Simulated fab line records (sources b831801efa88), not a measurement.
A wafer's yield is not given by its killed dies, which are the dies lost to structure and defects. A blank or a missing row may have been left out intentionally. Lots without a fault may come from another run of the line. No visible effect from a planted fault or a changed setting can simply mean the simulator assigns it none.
Chamber matching | flow sky130 | SKY_VIA3_ETCH_14 on rieDiel-04 has 4 sister chambers
The step etches BARC in N2/H2, stops on SiO2, time 45.9 s, target depth 60 nm. 8 wafers are shown with their chamber, then 10 later ones without.

WAFERS WITH THEIR CHAMBER
wafer  | chamber | drypumpMotorCurrentA (A) | throttleValvePct (%)
L080.1 | 0       | 5.1                      | 13.233
L080.5 | 3       | 5.5                      | 13.246
L079.3 | 3       | 5.4                      | 13.226
L079.4 | 0       | 5.0                      | 13.233
L082.2 | 2       | 5.2                      | 13.229
L082.6 | 1       | 6.3                      | 13.224
L083.3 | 2       | 5.2                      | 13.214
L083.4 | 1       | 6.3                      | 13.218

WAFERS WHOSE CHAMBER IS MISSING
wafer  | drypumpMotorCurrentA (A) | throttleValvePct (%)
L083.5 | 5.0                      | 13.226
L085.2 | 6.3                      | 13.226
L085.3 | 5.1                      | 13.242
L085.4 | 5.2                      | 13.218
L087.1 | 6.3                      | 13.220
L087.4 | 5.5                      | 13.229
L087.6 | 5.4                      | 13.222
L097.2 | 5.0                      | 13.221
L097.3 | 6.3                      | 13.231
L097.6 | 5.5                      | 13.221

WHICH CHAMBER EACH ONE RAN IN
wafer  | from the rows above     | in truth
L083.5 | 0                       | 0
L085.2 | 1                       | 1
L085.3 | can't be placed: 0 or 2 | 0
L085.4 | 2                       | 2
L087.1 | 1                       | 1
L087.4 | 3                       | 3
L087.6 | 3                       | 3
L097.2 | 0                       | 0
L097.3 | 1                       | 1
L097.6 | 3                       | 3
Correctly placed: 9 of 10. Unplaceable from these rows: 1, with the true chamber sitting among the candidates in 1. Placed wrongly: 0.
How it was worked out, from the rows above alone: a wafer's distance from a chamber is the root of the sum, over the readings, of the square of ((its reading less the chamber's mean) divided by the reading's scatter). If the next closest chamber is less than 2 further off than the closest, the wafer can't be placed; otherwise it belongs to the closest. For every chamber, the mean is computed from those of its wafers that are shown. The scatter is the square root of a quotient: the sum, over the shown wafers, of each reading's squared deviation from its chamber's mean, divided by wafers minus chambers.
